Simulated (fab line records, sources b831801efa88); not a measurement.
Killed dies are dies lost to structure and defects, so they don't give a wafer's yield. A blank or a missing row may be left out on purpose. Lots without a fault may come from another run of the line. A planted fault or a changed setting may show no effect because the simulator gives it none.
A struck lot beside a sound one | flow sky130 | 43 steps out of a route of 708
Sound: wafers L558.2, L558.3, L558.6. Struck: wafers L567.3, L567.5, L567.6. The cause comes at the end.
At each step with rows: each side's tool, then ch and its chambers, then its first start. Under that, the readings that differ: sound wafers | struck wafers | difference of the means | sigmas: that difference in standard deviations of wafers without a fault.
alike: readings whose means differ by less than 2 such deviations, and words and numbers that are the same on both sides. not compared: withheld readings, readings that some wafer has no value for, bounds like >300 that may hide the same value, and numbers for which the record gives no deviation and whose values overlap.
The two part at a step that has a row with sigmas, a row that says differs or no value, or rows on one side only. Numbers that don't overlap but have no deviation are shown without sigmas and don't part them. A reading that every wafer of one side lacks parts them only if that side has two wafers or more.

SKY_LDD_HVN_OVL_MEAS_07:
  sound on overlay-01, day 21 15:27; struck on overlay-02, day 24 23:13
  alike: LDD_HVN_OVL
then, 1 step without rows for these wafers: SKY_LDD_HVN_IMPLANT_08.
SKY_LDD_HVN_STRIP_09: strips in O2/N2.
  sound on plasma_asher-01 ch 0,1, day 21 15:38; struck on plasma_asher-02 ch 0,1, day 24 23:25
  alike: drypump_motor_current_A, oes_product_au, strip_time_to_endpoint_s
  not compared: rf_hours_counter_h
SKY_LDD_HVN_TW_MEAS_10:
  sound on film_metro-02, day 21 15:44; struck on film_metro-02, day 24 23:30
  reading    | sound          | struck         | difference | sigmas
  LDD_HVN_TW | 1465 1447 1461 | 1451 1443 1441 | -13        | -2
then, 7 steps without rows for these wafers: SKY_LDD_HVP_DEHYDRATE_00 (time 60 s); SKY_LDD_HVP_HMDS_01 (prime time 60 s); SKY_LDD_HVP_COAT_02 (resist thk 300 nm); SKY_LDD_HVP_SOFTBAKE_03 (time 60 s); SKY_LDD_HVP_EXPOSE_04 (exposes mask HVPTM, target cd 700 nm); SKY_LDD_HVP_PEB_05; SKY_LDD_HVP_DEVELOP_06 (develop time 60 s).
SKY_LDD_HVP_OVL_MEAS_07:
  sound on overlay-01, day 22 21:14; struck on overlay-01, day 26 04:16
  alike: LDD_HVP_OVL
SKY_LDD_HVP_IMPLANT_08:
  sound on implanter-03 ch 0, day 22 21:17; struck on implanter-03 ch 0, day 26 04:20
SKY_LDD_HVP_STRIP_09: strips in O2/N2.
  sound on plasma_asher-03 ch 0,1, day 22 21:25; struck on plasma_asher-03 ch 0,1, day 26 04:28
  alike: drypump_motor_current_A, oes_product_au, strip_time_to_endpoint_s
  not compared: rf_hours_counter_h
SKY_LDD_HVP_TW_MEAS_10:
  sound on film_metro-02, day 22 21:32; struck on film_metro-02, day 26 04:33
  alike: LDD_HVP_TW
then, 7 steps without rows for these wafers: SKY_LDD_LDN_DEHYDRATE_00 (time 60 s); SKY_LDD_LDN_HMDS_01 (prime time 60 s); SKY_LDD_LDN_COAT_02 (resist thk 1140 nm); SKY_LDD_LDN_SOFTBAKE_03 (time 60 s); SKY_LDD_LDN_EXPOSE_04 (exposes mask LDNTM, target cd 700 nm); SKY_LDD_LDN_PEB_05; SKY_LDD_LDN_DEVELOP_06 (develop time 60 s).
SKY_LDD_LDN_OVL_MEAS_07:
  sound on overlay-02, day 24 03:32; struck on overlay-01, day 27 09:50
  alike: LDD_LDN_OVL
then, 4 steps without rows for these wafers: SKY_LDD_LDN_IMPLANT_08; SKY_LDD_LDN_IMPLANT_09; SKY_LDD_LDN_IMPLANT_10; SKY_LDD_LDN_IMPLANT_11.
SKY_LDD_LDN_STRIP_12: strips in O2/N2.
  sound on plasma_asher-02 ch 0,1, day 24 04:10; struck on plasma_asher-04 ch 0,1, day 27 10:29
  reading                     | sound       | struck      | difference | sigmas
  drypump_motor_current_A (A) | 6.3 6.3 6.4 | 5.1 5.1 5.1 | -1.2       | -2
  alike: oes_product_au, strip_time_to_endpoint_s
  not compared: rf_hours_counter_h
SKY_LDD_LDN_TW_MEAS_13:
  sound on film_metro-03, day 24 04:17; struck on film_metro-04, day 27 10:34
  alike: LDD_LDN_TW
then, 2 steps without rows for these wafers: SKY_LDD_LDN_CLEAN_14 (cleans in SC1/SC2, time 150 s); SKY_SPACER_CVD_00 (deposits Si3N4 from DCS/NH3, target thk 43.1 nm, time 740 s).
SKY_SPACER_THK_MEAS_01:
  sound on film_metro-02, day 24 07:59; struck on film_metro-03, day 27 11:53
  alike: SPACER_CVD_00_THK
SKY_SPACER_ETCHBACK_02: etches Si3N4 in CH3F/O2, stops on SiO2, time 46.7 s, target depth 45 nm.
  sound on rie_diel-01 ch 0,1,3, day 24 08:02; struck on rie_diel-02 ch 0,1, day 27 11:56
  alike: drypump_motor_current_A, oes_product_au, throttle_valve_pct
  not compared: rf_hours_counter_h
then, 8 steps without rows for these wafers: SKY_POLY_CUT_DEHYDRATE_00 (time 60 s); SKY_POLY_CUT_HMDS_01 (prime time 60 s); SKY_POLY_CUT_COAT_02 (resist thk 60 nm); SKY_POLY_CUT_COAT_03 (resist thk 450 nm); SKY_POLY_CUT_SOFTBAKE_04 (time 90 s); SKY_POLY_CUT_EXPOSE_05 (exposes mask NPCM, target cd 270 nm); SKY_POLY_CUT_PEB_06; SKY_POLY_CUT_DEVELOP_07 (develop time 60 s).
SKY_POLY_CUT_CD_MEAS_08: target cd 270 nm.
  sound on cd_sem-01, day 25 13:19; struck on cd_sem-01, day 28 16:16
  alike: cd_nm
-- the record jumps here: 20 days lie between the struck wafers' starts before and after (it left off in module POLY_CUT and takes up again in module PAD_OPEN, whose first step shown is number 708 of the route) --
SKY_PAD_OPEN_PROBE_99:
  sound on prober-02, day 46 17:51; struck on prober-01, day 48 23:05
  reading                                        | sound              | struck            | difference | sigmas
  model.etest.tip_p_5v.rs_ohm_sq_range           | 56.26 121.6 49.94  | 310.9 346.7 313.5 | +247.8     |
  model.etest.tip_p_5v.rs_ohm_sq_rim_less_centre | 9.284 22.58 -26.03 | 86.4 38.32 44.92  | +54.6      |
  alike: killed_at_M0_to_M3, killed_at_M4_up, killed_at_contacts, killed_at_front_end, killed_at_other, killed_dies, killed_open, killed_short

WHERE THEY PART
First at SKY_LDD_HVN_TW_MEAS_10; last, within this record, at SKY_LDD_LDN_STRIP_12. Later steps at which nothing parts them and some readings are alike: SKY_LDD_LDN_TW_MEAS_13, SKY_SPACER_THK_MEAS_01, SKY_SPACER_ETCHBACK_02, SKY_POLY_CUT_CD_MEAS_08, SKY_PAD_OPEN_PROBE_99.

WHY: what the simulator had put in
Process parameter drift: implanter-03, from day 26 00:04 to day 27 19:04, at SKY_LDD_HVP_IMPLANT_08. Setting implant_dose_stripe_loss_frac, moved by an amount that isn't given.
